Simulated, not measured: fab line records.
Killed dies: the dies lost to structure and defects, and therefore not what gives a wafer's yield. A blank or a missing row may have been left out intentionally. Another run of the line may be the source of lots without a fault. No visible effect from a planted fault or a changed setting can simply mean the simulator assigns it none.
The same fault as seen by 2 desks    flow gf180mcu    each desk holds nothing but its own numbers, with what lay behind them at the end

== AT THE TOOL OWNER'S DESK: pvd_sputter-02 ==
The tool's own readings at GF_M2_SPUTTER_02 (material AlCu, target thk 450 nm, time 23.9 s): means of the sampled wafers that have a number, for each lot that ran on this tool. A lot is out of limits, marked OUT, if its mean lies more than 4 standard deviations from the usual mean; the brackets give that distance.
Columns: A = cathode_dc_power_W at GF_M2_SPUTTER_02, usual 10600 W; B = throttle_valve_pct at GF_M2_SPUTTER_02, usual 29.2 %
lot   first seen here  A                        B
L628  day 20 19:38     10600                    29.3
L633  day 22 18:28     10379 (-99 or more) OUT  30.1
L642  day 25 16:39     10600                    28.9
Finding of this desk: L633 out of limits; the first was L633 at day 22 18:28, on cathode_dc_power_W at GF_M2_SPUTTER_02. L628, L642: within limits.

== METROLOGY DESK ==
Lot by lot, what the gauges showed, no matter which tool ran the lot: averages of those sampled wafers that carry a number. A lot is out of limits, marked OUT, if its mean lies more than 4 standard deviations from the usual mean; the brackets give that distance.
Columns: A = V1_W_THK at GF_V1_THK_MEAS_25, usual 348 nm; B = M2_ALCU_RS at GF_M2_RS_MEAS_05, usual 0.0695 ohm/sq; C = M2_ALCU_THK at GF_M2_THK_MEAS_06, usual 452 nm
lot   first seen here  A    B       C
L622  day 18 10:59     342  0.0687  456
L624  day 19 10:07     346  0.0701  448
L628  day 20 19:08     346  0.0699  450
L633  day 22 18:00     350  0.0712  443
L636  day 23 22:20     344  0.0694  451
L638  day 24 08:31     347  0.0692  453
L640  day 24 22:40     344  0.0696  451
L641  day 25 04:20     348  0.0687  455
L642  day 25 15:05     355  0.0692  455
L643  day 25 20:47     348  0.0698  451
L644  day 26 04:56     339  0.0685  459
Finding of this desk: none of the 11 lots has anything out of limits.

== TAKEN TOGETHER ==
The tool owner's desk had the chance to raise an alarm at day 22 18:28 on L633.
At the metrology desk, nothing out of limits was observed.
The metrology desk has L633 on record, within its limits.
GF_M2_SPUTTER_02 was run on pvd_sputter-02 by each of the lots named.

== WHAT THE SIMULATOR HAD PUT IN ==
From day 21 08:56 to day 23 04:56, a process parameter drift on pvd_sputter-02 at GF_M2_SPUTTER_02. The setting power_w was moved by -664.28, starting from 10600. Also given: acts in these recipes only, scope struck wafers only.
Lots struck among those shown: L633.
Time in hours from fault onset to the first out-of-limits reading at each desk: the tool owner's desk, 34.
